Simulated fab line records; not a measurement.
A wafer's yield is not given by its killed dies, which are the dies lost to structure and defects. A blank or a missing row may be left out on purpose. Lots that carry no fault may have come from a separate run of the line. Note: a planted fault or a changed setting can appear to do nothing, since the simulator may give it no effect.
Split-lot experiment	flow sfq-line	5 lots, 23 wafers read, on a route of 325 steps

ABOUT THE SPLIT
At SFQ_TRILAYER_R5_LITHO_PEB_139 (peb time 60 s), the setting peb-temp-c was moved away from the recipe's 115 C on 11 of the 23 wafers read, by -1.9% to +2.2%. This setting was run at the recipe's value on the other wafers.

FROM THE SPLIT ON TO THE READING: in between, the file shows 1 step
- SFQ_TRILAYER_R5_LITHO_DEVELOP_138: time 60 s

THE READING
R5.cd-nm (the simulator's own value, which no gauge read), in nm, at SFQ_TRILAYER_R5_BARC_OPEN_METAL_ETCH_177 (etches BARC in O2, target depth 125 nm, time 41.7 s). The file gives no usual value for it. Average 500.5 nm, standard deviation 1.5 nm, over the 12 wafers here run with the recipe.

wafer	tool, chamber at the split	peb-temp-c as run, C	against the recipe	R5.cd-nm, nm	against lot-mates on the recipe
L074.1	litho-track-01, 0	115	recipe	501.2	-
L074.2	litho-track-01, 0	115	recipe	499.4	-
L074.3	litho-track-01, 0	117.5	+2.2%	459.7	-40.6
L074.4	litho-track-01, 0	117.5	+2.2%	459.6	-40.7
L074.5	litho-track-01, 0	117.5	+2.2%	460	-40.3
L077.1	litho-track-02, 0	112.8	-1.9%	544.8	+42.6
L077.3	litho-track-02, 0	112.8	-1.9%	544.2	+42.1
L077.4	litho-track-02, 0	115	recipe	502.3	-
L077.5	litho-track-02, 0	112.8	-1.9%	543.2	+41.1
L077.6	litho-track-02, 0	115	recipe	502	-
L078.1	litho-track-03, 0	116.8	+1.6%	466.9	-31.0
L078.5	litho-track-03, 0	116.8	+1.6%	466.9	-31.0
L078.2	litho-track-03, 0	115	recipe	497.9	-
L078.3	litho-track-03, 0	115	recipe	497.9	-
L078.6	litho-track-03, 0	116.8	+1.6%	468.2	-29.7
L080.2	litho-track-02, 0	115	recipe	501.4	-
L080.5	litho-track-02, 0	115	recipe	501.4	-
L080.6	litho-track-02, 0	115	recipe	502.4	-
L083.1	litho-track-02, 0	117.5	+2.2%	458.6	-41.4
L083.2	litho-track-02, 0	115	recipe	499.2	-
L083.3	litho-track-02, 0	117.5	+2.2%	458.4	-41.6
L083.5	litho-track-02, 0	115	recipe	499.6	-
L083.6	litho-track-02, 0	115	recipe	501.1	-

FIT RESULTS
A straight line over all 23 wafers: R5.cd-nm changes by -20.6 nm for each +1% of peb-temp-c; r = -1.00; the points scatter about the line by 2.4 nm.
The same after taking each lot's own level away (the mean of its wafers on the recipe; 23 wafers): -20 nm for each +1%; r = -1.00; scatter 1.6 nm.
According to that fit, moving peb-temp-c by its largest amount changes the reading by 44 nm.
From 497.90 to 502.15 nm: that is the span of the lots' own levels, equal to 2.7 times the standard deviation above.
Consequently the slope shifts little with the lot-to-lot level, the two slopes agreeing.
Check: -42.6 nm against its lot-mates is what the line predicts for one of the wafers moved furthest among these (+2.2%) when that wafer is left out of the fit. Against them it came out at -40.6 nm.

OTHER SPLITS APPLIED TO THESE WAFERS
These wafers also went through other splits before the reading. Each is held against what the fit with the lots' levels taken away leaves over:
other split on the same wafers	wafers away from the commonest value	r with R5.cd-nm (lot level and that fit taken away)
SFQ_TRILAYER_I4_CMP_CMP_100 leave-above-ref-nm	6	+0.37
SFQ_TRILAYER_I4_VIA_LITHO_PEB_106 peb-time-s	8	+0.09
SFQ_TRILAYER_I4_VIA_BARC_OPEN_VIA_ETCH_146 time-s	3	+0.02
SFQ_TRILAYER_JJ_CE_LITHO_COAT_114 spin-rpm	11	+0.19
SFQ_TRILAYER_JJ_CE_BARC_OPEN_RIE_150 icp-w	7	+0.16
SFQ_TRILAYER_M5_LITHO_COAT_123 spin-rpm	10	-0.07
SFQ_TRILAYER_M5_LITHO_PEB_126 peb-time-s	6	-0.09
SFQ_TRILAYER_R5_DEP_SPUTTER_134 power-w	9	+0.21

FILE'S OWN FIT
R5.cd-nm changes by -19.7 nm for each +1% of peb-temp-c, r = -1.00.
